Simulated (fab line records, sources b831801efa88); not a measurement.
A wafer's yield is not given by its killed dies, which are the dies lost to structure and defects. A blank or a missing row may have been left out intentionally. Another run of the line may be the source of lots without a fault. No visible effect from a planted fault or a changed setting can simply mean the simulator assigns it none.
Which tool is to blame? + flow sky130 + route of 708 steps, sampled at 1 step: 7 lots, 21 wafers

## WHAT EACH GAUGE READ, for each wafer
SKY_VIA3_CD_MEAS_12: target cd 200 nm.
| lot  | measured     | on       | cdNm (nm)         |
|------|--------------|----------|-------------------|
| L456 | day 42 16:14 | cdSem-01 | 203.3 203.0 201.5 |
| L459 | day 43 09:55 | cdSem-02 | 196.5 198.9 196.1 |
| L461 | day 43 15:34 | cdSem-01 | 198.5 198.7 200.3 |
| L463 | day 44 06:13 | cdSem-01 | 198.8 200.6 197.2 |
| L465 | day 45 12:43 | cdSem-02 | 199.6 200.1 198.9 |
| L468 | day 45 19:03 | cdSem-01 | 198.4 198.0 199.3 |
| L469 | day 46 00:49 | cdSem-02 | 197.7 196.2 197.1 |

## EACH LOT AND THE TOOL THAT RAN IT (in order: tool; ch and the chambers of the sampled wafers; start)
The record holds no process step before these readings.

## THE ANSWER, worked out from the rows above alone
Rule: the usual values come from the lots themselves. The widest of any qualifying gaps counts: lots, ordered by their means at a reading, are off when they make up no more than a third of the lots, leave a main group of 4 or more, and stand apart from it by 3 or more times the standard deviation of that group's means. A main group whose means are all the same, to the digits that the tables above print for the reading, isn't used. A lot without any number at a reading at which 4 lots or more have one is off too. Where the step has rows for the other lots, those lots are counted as sound.
Off, at SKY_VIA3_CD_MEAS_12 on cdNm: L456. Mean 198.4 nm and standard deviation 0.97 in the main group.
If a tool, at a process step before that reading, ran all the lots that are off and no sound lot after the first of them, it fits. Gauges at SKY_VIA3_CD_MEAS_12: tried the same way as those tools. Not one of the candidates tried fits.

## WHAT WAS PUT IN BY THE SIMULATOR
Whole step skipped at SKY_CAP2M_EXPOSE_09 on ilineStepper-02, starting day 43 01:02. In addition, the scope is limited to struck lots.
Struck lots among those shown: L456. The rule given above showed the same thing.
